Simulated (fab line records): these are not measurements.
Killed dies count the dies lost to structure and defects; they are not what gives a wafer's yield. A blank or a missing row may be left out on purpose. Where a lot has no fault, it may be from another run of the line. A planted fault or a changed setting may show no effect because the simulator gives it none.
Problem report in the 8D (eight disciplines) form, filled by code -- flow sky130 -- the parts of the form that need people (team, actions taken, sign-off) are left out

== 1. WHAT WENT WRONG ==
On 3 wafers of 1 lot, oesProductAu at SKY_GATE_OXIDE_STRIP_13 has a mean of 0.948 a.u.; fault-free wafers read 0.715 a.u., standard deviation 0.0047. That is +50 standard deviations from the usual mean.
The step: strips in O2/N2.
Earliest sighting: wafer L942.1 on plasmaAsher-04 at day 16 21:21. The record holds 36 wafers of 12 lots with a number at this step. By rule, "out" or "out of limits" means more than 4 standard deviations away from the usual mean. All remaining wafers that have a number are taken as sound.

== 2. WHAT IT IS; WHAT IT IS NOT ==
question,is,is not
which readings at this step,oesProductAu,drypumpMotorCurrentA
which lots,L942,"L937, L939, L944, L945, L946, L951, L952, L953, L954, L955, L958"
which wafers of those lots,all that have a number,-
read on which tools,plasmaAsher-04,"plasmaAsher-01, plasmaAsher-03"
when,from day 16 21:21,"up to then (6 sound wafers); but 27 sound wafers of L944, L945, L946, L951, L952, L953, L954, L955, L958 came after"

== 3. WHAT RULES OUT EACH SUSPECT ==
Counting: a tool at any process step up to the reading remains a suspect when it ran all the lots that are out and ran no sound lot after the first of those.
- plasmaAsher-02 at SKY_VT_ADJUST_LVTN_STRIP_09 (strips in O2/N2): ruled out as a lasting fault. Following L942 (day 9 04:45), the first lot on it that is out, the sound lots L944, L946, L953, L952, L958 were run on it.
- plasmaAsher-04 at SKY_GATE_OXIDE_STRIP_13 (strips in O2/N2): ruled out as a lasting fault. Following L942 (day 16 21:21), the first lot on it that is out, the sound lots L952, L954, L955, L958 were run on it.
Left after counting: nothing in the record.

== 4. THE CAUSE (what the simulator had put in) ==
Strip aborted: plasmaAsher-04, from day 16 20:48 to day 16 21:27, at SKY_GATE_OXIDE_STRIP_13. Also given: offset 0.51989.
Counting ruled it out, wrongly.

== 5. SEQUENCE OF EFFECTS, ordered by route ==
One row per reading whose mean, taken over the struck wafers that have a number, lies over 3 standard deviations from the usual. Only readings whose record carries a usual standard deviation are examined. hours: median over the lots of the time between each lot's start at the first step of this table that gives one and its start at this step. sigmas: the change, counted in usual standard deviations.
hours,step,reading,usual,on struck wafers,change,sigmas
0,SKY_GATE_OXIDE_STRIP_13,oesProductAu,0.715 a.u.,0.948,+0.233,+50
746,SKY_PAD_OPEN_PROBE_99,killedAtFrontEnd,14,419,+405,+92
746,SKY_PAD_OPEN_PROBE_99,killedDies,86,492,+406,+43
746,SKY_PAD_OPEN_PROBE_99,killedOnRim,17,96,+79,+21
Process steps it contains:
- SKY_GATE_OXIDE_STRIP_13: strips in O2/N2.
- SKY_PAD_OPEN_PROBE_99
Readings that are blank on the struck wafers while sound wafers have them: stripTimeToEndpointS at SKY_GATE_OXIDE_STRIP_13.

== 6. WHAT WOULD HAVE CAUGHT IT SOONER ==
In this record the first reading out of limits was taken at day 16 21:21, 1 hour after the fault began at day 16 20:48.
